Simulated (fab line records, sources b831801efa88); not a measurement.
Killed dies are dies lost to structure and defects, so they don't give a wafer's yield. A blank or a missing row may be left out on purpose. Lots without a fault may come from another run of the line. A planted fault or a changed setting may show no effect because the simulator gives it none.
Which tool did it? | flow gf180mcu | 14 lots, 38 wafers sampled, at 5 steps of a route of 602

WHAT THE GAUGES READ, wafer by wafer
GF_M4_CD_MEAS_14: target cd 280 nm. Usual: cd_nm 279.9 nm, standard deviation 1.4.
lot  | measured     | on        | cd_nm (nm)        | flag
L284 | day 23 10:28 | cd_sem-01 | 278.8 279.5 279.9 |
L285 | day 24 00:32 | cd_sem-01 | 278.7 279.4 279.9 |
L286 | day 24 06:01 | cd_sem-02 | 282.0 281.5 282.7 |
L287 | day 24 17:43 | cd_sem-02 | 280.1 280.0 277.8 |
L290 | day 25 19:16 | cd_sem-01 | 279.5 279.7 279.3 |
L292 | day 26 03:40 | cd_sem-01 | 280.4 280.1 281.0 |
L295 | day 27 04:34 | cd_sem-02 | 278.7 279.8       |
L296 | day 27 09:31 | cd_sem-01 | 280.3 280.9       |
L299 | day 28 08:27 | cd_sem-01 | 279.5             |
L303 | day 29 15:51 | cd_sem-02 | 277.9 278.0 278.0 |
L304 | day 29 22:54 | cd_sem-01 | 279.6 278.3 279.4 |
L305 | day 29 23:03 | cd_sem-02 | 277.9 278.5 278.4 |
L306 | day 30 04:09 | cd_sem-02 | 279.9 279.3 279.3 |
L307 | day 30 20:19 | cd_sem-01 | 278.5 277.6 278.8 |

GF_V5_CD_MEAS_14: target cd 260 nm. Usual: cd_nm 260.4 nm, standard deviation 1.2.
lot  | measured     | on        | cd_nm (nm)              | flag
L284 | day 27 06:03 | cd_sem-01 | 260.6 260.5 262.1       |
L285 | day 27 17:35 | cd_sem-02 | 261.0 260.5 261.0       |
L286 | day 27 22:14 | cd_sem-01 | 260.2 259.2 258.7       |
L287 | day 28 10:18 | cd_sem-01 | 261.4 260.2 263.6       |
L290 | day 29 08:53 | cd_sem-02 | 263.3 263.3 261.8       |
L292 | day 29 17:32 | cd_sem-01 | 261.2 259.8 259.6       |
L295 | day 30 14:34 | cd_sem-01 | 254.6 255.1 255.1 255.1 | OFF
L296 | day 30 19:34 | cd_sem-01 | 254.0 253.9 253.9 254.1 | OFF
L299 | day 31 15:37 | cd_sem-01 | 260.3                   |
L303 | day 32 19:42 | cd_sem-02 | 260.1 261.0 260.1       |
L304 | day 33 01:21 | cd_sem-01 | 261.2 261.7 262.2       |
L305 | day 33 02:15 | cd_sem-02 | 259.8 260.0 260.2       |
L306 | day 33 06:30 | cd_sem-01 | 261.5 262.7 259.1       |
L307 | day 33 20:16 | cd_sem-01 | 262.6 262.1 261.9       |

WHICH TOOL RAN EACH LOT (tool, then ch and the chambers of the sampled wafers, then the start)
lot  | GF_V3_SPUTTER_21             | GF_V4_STRIP_18                       | GF_V5_PEB_12
L284 | pvd_sputter-01, day 22 10:38 | plasma_asher-03 ch 0,1, day 24 10:32 | litho_track-03 ch 0, day 27 05:42
L285 | pvd_sputter-02, day 23 01:26 | plasma_asher-02 ch 0,1, day 25 00:07 | litho_track-02 ch 0, day 27 17:16
L286 | pvd_sputter-01, day 23 07:05 | plasma_asher-01 ch 0,1, day 25 05:21 | litho_track-04 ch 0, day 27 21:54
L287 | pvd_sputter-01, day 23 18:17 | plasma_asher-03 ch 0,1, day 25 16:44 | litho_track-02 ch 0, day 28 09:57
L290 | pvd_sputter-03, day 24 20:52 | plasma_asher-02 ch 0,1, day 26 17:15 | litho_track-04 ch 0, day 29 08:33
L292 | pvd_sputter-03, day 25 06:10 | plasma_asher-02 ch 0,1, day 27 02:47 | litho_track-04 ch 0, day 29 17:12
L295 | pvd_sputter-01, day 26 07:19 | plasma_asher-03 ch 0,1, day 28 02:50 | litho_track-04 ch 0, day 30 14:13
L296 | pvd_sputter-01, day 26 12:41 | plasma_asher-01 ch 0,1, day 28 07:32 | litho_track-04 ch 0, day 30 19:13
L299 | pvd_sputter-03, day 27 11:52 | plasma_asher-03 ch 1, day 29 05:48   | litho_track-04 ch 0, day 31 15:20
L303 | pvd_sputter-01, day 28 20:08 | plasma_asher-02 ch 0,1, day 30 12:14 | litho_track-02 ch 0, day 32 19:21
L304 | pvd_sputter-03, day 29 02:58 | plasma_asher-02 ch 0,1, day 30 19:11 | litho_track-03 ch 0, day 33 01:00
L305 | pvd_sputter-01, day 29 03:20 | plasma_asher-02 ch 0,1, day 30 19:20 | litho_track-02 ch 0, day 33 01:54
L306 | pvd_sputter-01, day 29 08:37 | plasma_asher-03 ch 0,1, day 31 00:39 | litho_track-02 ch 0, day 33 06:09
L307 | pvd_sputter-02, day 30 00:52 | plasma_asher-02 ch 0,1, day 31 15:41 | litho_track-03 ch 0, day 33 19:56
- GF_V3_SPUTTER_21: material Ti, target thk 15 nm, time 80.02 s.
- GF_V4_STRIP_18: strips in O2/N2.
- GF_V5_PEB_12: peb time 90 s.

WHAT THE TOOLS THEMSELVES READ (means of the sampled wafers that have a number; where no wafer has one, the mark that the record gives instead)
GF_V3_SPUTTER_21. Usual: throttle_valve_pct 29.9 %, standard deviation 1.
lot  | tool           | throttle_valve_pct (%) | flag
L284 | pvd_sputter-01 | 30.5                   |
L285 | pvd_sputter-02 | 29.2                   |
L286 | pvd_sputter-01 | 30.2                   |
L287 | pvd_sputter-01 | 30.6                   |
L290 | pvd_sputter-03 | 29.1                   |
L292 | pvd_sputter-03 | 30.4                   |
L295 | pvd_sputter-01 | 29.9                   |
L296 | pvd_sputter-01 | 30.6                   |
L299 | pvd_sputter-03 | 30.7                   |
L303 | pvd_sputter-01 | 30.2                   |
L304 | pvd_sputter-03 | 29.2                   |
L305 | pvd_sputter-01 | 30.7                   |
L306 | pvd_sputter-01 | 30.6                   |
L307 | pvd_sputter-02 | 29.8                   |

GF_V4_STRIP_18. Usual: drypump_motor_current_A 5.94 A, standard deviation 0.29; heater_power_w 306 W, standard deviation 19; oes_product_au 0.593 a.u., standard deviation 0.0051.
lot  | tool            | drypump_motor_current_A (A) | heater_power_w (W) | oes_product_au (a.u.) | flag
L284 | plasma_asher-03 | 5.83                        | 292                | 0.590                 |
L285 | plasma_asher-02 | 6.21                        | 326                | 0.592                 |
L286 | plasma_asher-01 | 5.83                        | 312                | 0.593                 |
L287 | plasma_asher-03 | 5.85                        | 285                | 0.595                 |
L290 | plasma_asher-02 | 5.97                        | 317                | 0.592                 |
L292 | plasma_asher-02 | 6.20                        | 327                | 0.593                 |
L295 | plasma_asher-03 | 5.80                        | 290                | 0.597                 |
L296 | plasma_asher-01 | 5.93                        | 320                | 0.592                 |
L299 | plasma_asher-03 | 5.85                        | 290                | 0.592                 |
L303 | plasma_asher-02 | 5.95                        | 322                | 0.595                 |
L304 | plasma_asher-02 | 5.95                        | 320                | 0.595                 |
L305 | plasma_asher-02 | 6.21                        | 328                | 0.596                 |
L306 | plasma_asher-03 | 5.77                        | 282                | 0.594                 |
L307 | plasma_asher-02 | 6.21                        | 326                | 0.592                 |

GF_V5_PEB_12. Usual: heater_power_total_W 85.70 W, standard deviation 0.078; plate_temp_C 134.99 C, standard deviation 0.14.
lot  | tool           | heater_power_total_W (W) | plate_temp_C (C) | flag
L284 | litho_track-03 | 85.68                    | 134.86           |
L285 | litho_track-02 | 85.75                    | 135.13           |
L286 | litho_track-04 | 85.68                    | 134.99           |
L287 | litho_track-02 | 85.65                    | 134.88           |
L290 | litho_track-04 | 85.68                    | 135.00           |
L292 | litho_track-04 | 85.72                    | 134.98           |
L295 | litho_track-04 | 91.26                    | -                | OFF
L296 | litho_track-04 | 91.34                    | -                | OFF
L299 | litho_track-04 | 85.64                    | 135.04           |
L303 | litho_track-02 | 85.70                    | 135.03           |
L304 | litho_track-03 | 85.81                    | 134.77           |
L305 | litho_track-02 | 85.74                    | 135.13           |
L306 | litho_track-02 | 85.67                    | 134.94           |
L307 | litho_track-03 | 85.72                    | 135.00           |

THE ANSWER, worked out from the rows above alone
Rule: a lot is off if the mean of its wafers that have a number lies more than 3 standard deviations from the usual mean. A lot without any number at a reading at which 4 lots or more have one is off too. The other lots that the step has rows for count as sound. The gauges are gone through in route order, then the tools' own readings, and for those a lot's mean is taken as printed above. The first step at which some lot is off is used, and at that step the reading that is off furthest; a lot without a number counts as furthest.
Off: L295, L296, at GF_V5_CD_MEAS_14 (cd_nm).
A tool fits if, at a process step before that reading, it ran every lot that is off, and no sound lot after the first of them. The gauges at GF_V5_CD_MEAS_14 aren't tried: what is off there is off at GF_V5_PEB_12 too, on other tools, and a gauge's error can't cause that. None of those tried fits.

WHAT THE SIMULATOR HAD PUT IN
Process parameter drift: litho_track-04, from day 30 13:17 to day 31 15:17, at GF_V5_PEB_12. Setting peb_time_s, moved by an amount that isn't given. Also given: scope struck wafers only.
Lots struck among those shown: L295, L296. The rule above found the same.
